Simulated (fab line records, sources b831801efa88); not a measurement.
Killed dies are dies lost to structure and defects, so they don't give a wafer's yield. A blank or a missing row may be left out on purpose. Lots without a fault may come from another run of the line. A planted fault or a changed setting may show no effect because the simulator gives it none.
A struck lot beside a sound one | flow gf180mcu | 14 steps out of a route of 602
Sound: wafers L388.1, L388.4, L388.6. Struck: wafers L396.3, L396.5, L396.6. The cause comes at the end.
At each step with rows: each side's tool, then ch and its chambers, then its first start. Under that, the readings that differ: sound wafers | struck wafers | difference of the means | sigmas: that difference in standard deviations of wafers without a fault.
alike: readings whose means differ by less than 2 such deviations, and words and numbers that are the same on both sides. not compared: withheld readings, readings that some wafer has no value for, bounds like >300 that may hide the same value, and numbers for which the record gives no deviation and whose values overlap.
The two part at a step that has a row with sigmas, a row that says differs or no value, or rows on one side only. Numbers that don't overlap but have no deviation are shown without sigmas and don't part them. A reading that every wafer of one side lacks parts them only if that side has two wafers or more.

first, 3 steps without rows for these wafers: GF_VT_IMPLANT_EXPOSE_04 (exposes mask LVPWELL LV AREA, target cd 600 nm); GF_VT_IMPLANT_PEB_05; GF_VT_IMPLANT_DEVELOP_06 (develop time 60 s).
GF_VT_IMPLANT_OVL_MEAS_07:
  sound on overlay-02, day 6 04:19; struck on overlay-01, day 8 04:25
  alike: VT_IMPLANT_OVL
then, 1 step without rows for these wafers: GF_VT_IMPLANT_IMPLANT_08.
GF_VT_IMPLANT_STRIP_09: strips in O2/N2.
  sound on plasma_asher-02 ch 0,1, day 6 04:30; struck on plasma_asher-01 ch 0,1, day 8 04:38
  alike: drypump_motor_current_A, heater_power_w, oes_product_au, strip_time_to_endpoint_s
  not compared: rf_hours_counter_h
GF_VT_IMPLANT_TW_MEAS_10:
  sound on film_metro-04, day 6 04:36; struck on film_metro-01, day 8 04:43
  alike: VT_IMPLANT_TW
then, 5 steps without rows for these wafers: GF_VT_IMPLANT_DEHYDRATE_11 (time 60 s); GF_VT_IMPLANT_HMDS_12 (prime time 60 s); GF_VT_IMPLANT_COAT_13 (resist thk 1000 nm); GF_VT_IMPLANT_SOFTBAKE_14 (time 60 s); GF_VT_IMPLANT_EXPOSE_15 (exposes mask Nwell LV AREA, target cd 860 nm).
GF_VT_IMPLANT_PEB_16:
  sound on litho_track-01 ch 0, day 6 19:15; struck on litho_track-01, day 8 20:51
  reading         | sound          | struck | difference                    | sigmas
  exhaust_pa (Pa) | 45.1 45.7 45.6 | - - -  | no value on the struck wafers |
  not compared: chill_plate_temp_C
then, 1 step without rows for these wafers: GF_VT_IMPLANT_DEVELOP_17 (develop time 60 s).

WHERE THEY PART
Only at GF_VT_IMPLANT_PEB_16, within this record.

WHY: what the simulator had put in
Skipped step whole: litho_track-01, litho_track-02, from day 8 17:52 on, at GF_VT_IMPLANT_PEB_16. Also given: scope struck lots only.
